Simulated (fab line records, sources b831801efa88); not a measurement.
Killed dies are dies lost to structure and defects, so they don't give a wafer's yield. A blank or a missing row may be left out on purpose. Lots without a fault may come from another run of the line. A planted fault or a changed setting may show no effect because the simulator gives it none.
Which tool did it? | flow gf180mcu | 7 lots, 21 wafers sampled, at 1 step of a route of 602

WHAT THE GAUGES READ, wafer by wafer
GF_STI_CD_MEAS_12: target cd 220 nm.
lot  | measured    | on        | cd_nm (nm)
L261 | day 2 13:44 | cd_sem-01 | 217.2 219.2 218.7
L263 | day 2 21:37 | cd_sem-01 | 219.3 219.5 219.8
L265 | day 3 09:56 | cd_sem-01 | 219.4 220.0 219.1
L267 | day 3 18:58 | cd_sem-01 | 222.2 220.8 222.0
L274 | day 5 08:04 | cd_sem-02 | 217.7 219.3 218.3
L279 | day 6 08:02 | cd_sem-01 | 217.7 218.3 218.8
L282 | day 7 00:47 | cd_sem-02 | 219.7 220.3 219.8

WHICH TOOL RAN EACH LOT (tool, then ch and the chambers of the sampled wafers, then the start)
The record holds no process step before these readings.

THE ANSWER, worked out from the rows above alone
Rule: what is usual is taken from the lots themselves. Put in order of their means at a reading, lots are off if they are a third of the lots or fewer, leave a main group of 4 or more, and stand apart from it by a gap of 3 or more times the standard deviation of the main group's means; of several such gaps the widest counts. A main group whose means are all the same, to the digits that the tables above print for the reading, isn't used. A lot without any number at a reading at which 4 lots or more have one is off too. The other lots that the step has rows for count as sound.
No lot is off at any reading shown: from this, nothing can be told.

WHAT THE SIMULATOR HAD PUT IN
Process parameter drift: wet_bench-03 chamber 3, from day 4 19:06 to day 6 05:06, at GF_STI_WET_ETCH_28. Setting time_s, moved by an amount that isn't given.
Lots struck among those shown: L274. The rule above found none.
